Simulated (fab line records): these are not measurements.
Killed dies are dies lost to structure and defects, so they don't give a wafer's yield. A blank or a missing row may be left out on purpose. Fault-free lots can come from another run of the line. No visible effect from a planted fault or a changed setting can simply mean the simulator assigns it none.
Commonality check across tools    flow gf180mcu    11 lots and 39 wafers in the sample

== REASON IT WAS OPENED ==
2 of 11 lots carry a flag on the reading PSD_TW at GF_PSD_TW_MEAS_11. Wafers without a fault read 3174, standard deviation 24.
Rule: a lot is flagged when every wafer of it that has a number lies more than 4 standard deviations from that mean, or none has a number. All remaining lots are regarded as sound.

lot   measured      on             PSD_TW, wafer by wafer         flag
L380  day 14 02:20  film_metro-04  3161 3171 3144                 
L381  day 14 12:06  film_metro-04  3142 3161 3151                 
L384  day 15 12:27  film_metro-02  3151 3170 3171                 
L388  day 17 02:28  film_metro-01  3204 3216 3230                 
L389  day 17 14:12  film_metro-02  3161 3141 3156                 
L390  day 17 18:21  film_metro-01  3192 3215 3217                 
L395  day 19 16:41  film_metro-02  3153 3170 3172                 
L396  day 19 21:08  film_metro-04  3007 3009 3017 3010 2995 3001  FLAGGED
L397  day 20 09:17  film_metro-04  3005 3007 3010 3007 3009 3008  FLAGGED
L402  day 22 01:19  film_metro-02  3147 3163 3171                 
L403  day 22 07:50  film_metro-01  3201 3215 3209                 
On average the flagged lots' numbers are 3007, which is -167 against the usual, or -7 standard deviations.

== EACH LOT AND THE TOOL IT RAN ON ==
Before the reading, the record contains 2 process steps out of a 602-step route. Cell contents, in order: the tool; ch with the chambers the sampled wafers went through; the start.
lot   flag     GF_PSD_IMPLANT_09                GF_PSD_STRIP_10
L380           implanter-02 ch 0, day 14 02:05  plasma_asher-04 ch 1, day 14 02:14
L381           implanter-01 ch 0, day 14 11:51  plasma_asher-04 ch 0,1, day 14 12:00
L384           implanter-02 ch 0, day 15 12:12  plasma_asher-04 ch 0,1, day 15 12:21
L388           implanter-03 ch 0, day 17 02:16  plasma_asher-03 ch 0,1, day 17 02:22
L389           implanter-03 ch 0, day 17 13:58  plasma_asher-01 ch 0,1, day 17 14:05
L390           implanter-03 ch 0, day 17 18:08  plasma_asher-01 ch 0,1, day 17 18:16
L395           implanter-01 ch 0, day 19 16:26  plasma_asher-03 ch 0,1, day 19 16:35
L396  FLAGGED  implanter-03 ch 0, day 19 20:54  plasma_asher-04 ch 0,1, day 19 21:02
L397  FLAGGED  implanter-03 ch 0, day 20 09:02  plasma_asher-01 ch 0,1, day 20 09:11
L402           implanter-02 ch 0, day 22 01:03  plasma_asher-03 ch 0,1, day 22 01:11
L403           implanter-02 ch 0, day 22 07:35  plasma_asher-03 ch 0,1, day 22 07:44
These steps, and what they do:
- GF_PSD_IMPLANT_09
- GF_PSD_STRIP_10: strips in O2/N2.
- GF_PSD_TW_MEAS_11

== FLAGGED OVER TOTAL, TOOL BY TOOL (the gauges that took the reading come last) ==
step               tool             lots run  flagged  share of the flagged lots  sound lots run after its first flagged lot
GF_PSD_IMPLANT_09  implanter-01     2         0        none                       -
GF_PSD_IMPLANT_09  implanter-02     4         0        none                       -
GF_PSD_IMPLANT_09  implanter-03     5         2        all                        0
GF_PSD_STRIP_10    plasma_asher-01  3         1        some                       0
GF_PSD_STRIP_10    plasma_asher-03  4         0        none                       -
GF_PSD_STRIP_10    plasma_asher-04  4         1        some                       0
GF_PSD_TW_MEAS_11  film_metro-01    3         0        none                       -
GF_PSD_TW_MEAS_11  film_metro-02    4         0        none                       -
GF_PSD_TW_MEAS_11  film_metro-04    4         2        all                        0

== THE TABLE: WHAT IT ALLOWS ==
implanter-03 at GF_PSD_IMPLANT_09 and film_metro-04 at GF_PSD_TW_MEAS_11 are the 2 rows of the table that ran each flagged lot.
- implanter-03 at GF_PSD_IMPLANT_09: 2 of its 5 lots flagged. It ran its last sound lot, L390, at day 17 18:08 and its first flagged lot, L396, at day 19 20:54: a fault with its onset between the two fits. Its own readings lie more than 4 standard deviations out on every wafer of the flagged lots: beam_on_s, faraday_current_uA.
- film_metro-04 at GF_PSD_TW_MEAS_11: 2 of its 4 lots flagged. It ran its last sound lot, L381, at day 14 12:06 and its first flagged lot, L396, at day 19 21:08: a fault with its onset between the two fits.
Counting lots can't tell these 2 tools apart, because each fits a fault that began at some hour. More lots, or a look at what each step does to the wafer, might.

== WHAT WAS PUT IN BY THE SIMULATOR ==
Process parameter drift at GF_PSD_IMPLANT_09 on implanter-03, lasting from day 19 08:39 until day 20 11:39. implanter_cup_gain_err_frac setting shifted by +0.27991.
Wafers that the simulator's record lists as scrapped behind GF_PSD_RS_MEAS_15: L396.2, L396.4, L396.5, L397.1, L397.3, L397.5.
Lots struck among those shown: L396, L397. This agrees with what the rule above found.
